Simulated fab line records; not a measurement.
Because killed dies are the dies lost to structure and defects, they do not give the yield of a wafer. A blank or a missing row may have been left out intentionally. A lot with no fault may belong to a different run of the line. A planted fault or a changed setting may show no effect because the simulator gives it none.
Chamber matching | flow gf180mcu | GF_V5_CMP_26 on cmp-01 has 4 sister chambers
The step polishes, stops on SiO2, t overpolish 15 s, target thk 0 nm. 4 wafers are shown with their chamber, then 9 later ones without.

== EACH WAFER AND ITS CHAMBER ==
wafer  | chamber | motorCurrentA (A)
L388.1 | 2       | 10.7
L390.1 | 0       | 10.0
L390.3 | 3       | 13.5
L390.4 | 1       | 9.8

== WAFERS WHOSE CHAMBER IS MISSING ==
wafer  | motorCurrentA (A)
L396.1 | 11.1
L396.4 | 10.4
L396.6 | 10.1
L397.1 | 11.0
L397.3 | 12.6
L397.6 | 10.7
L398.2 | 13.4
L398.3 | 10.6
L398.4 | 10.9

== CHAMBER TAKEN BY EACH ==
wafer  | from the rows above          | in truth
L396.1 | can't be placed: 2 or 0      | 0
L396.4 | can't be placed: 2 or 0 or 1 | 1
L396.6 | can't be placed: 0 or 1 or 2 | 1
L397.1 | can't be placed: 2 or 0      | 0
L397.3 | 3                            | 3
L397.6 | can't be placed: 2 or 0      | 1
L398.2 | 3                            | 3
L398.3 | can't be placed: 2 or 0 or 1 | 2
L398.4 | can't be placed: 2 or 0      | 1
Correctly placed: 2 of 9. Cannot be placed on the basis of these rows: 7; the candidates contain the true chamber in 5. 0 placed wrongly.
How it was worked out, from the rows above alone: a wafer's distance from a chamber is the root of the sum, over the readings, of the square of ((its reading less the chamber's mean) divided by the reading's scatter). If the next closest chamber is less than 2 further off than the closest, the wafer can't be placed; otherwise it belongs to the closest. Each chamber's mean is taken over the wafers shown for it. The scatter: root of mean squared gap, hidden wafer to nearest shown wafer, with one shown wafer a chamber.
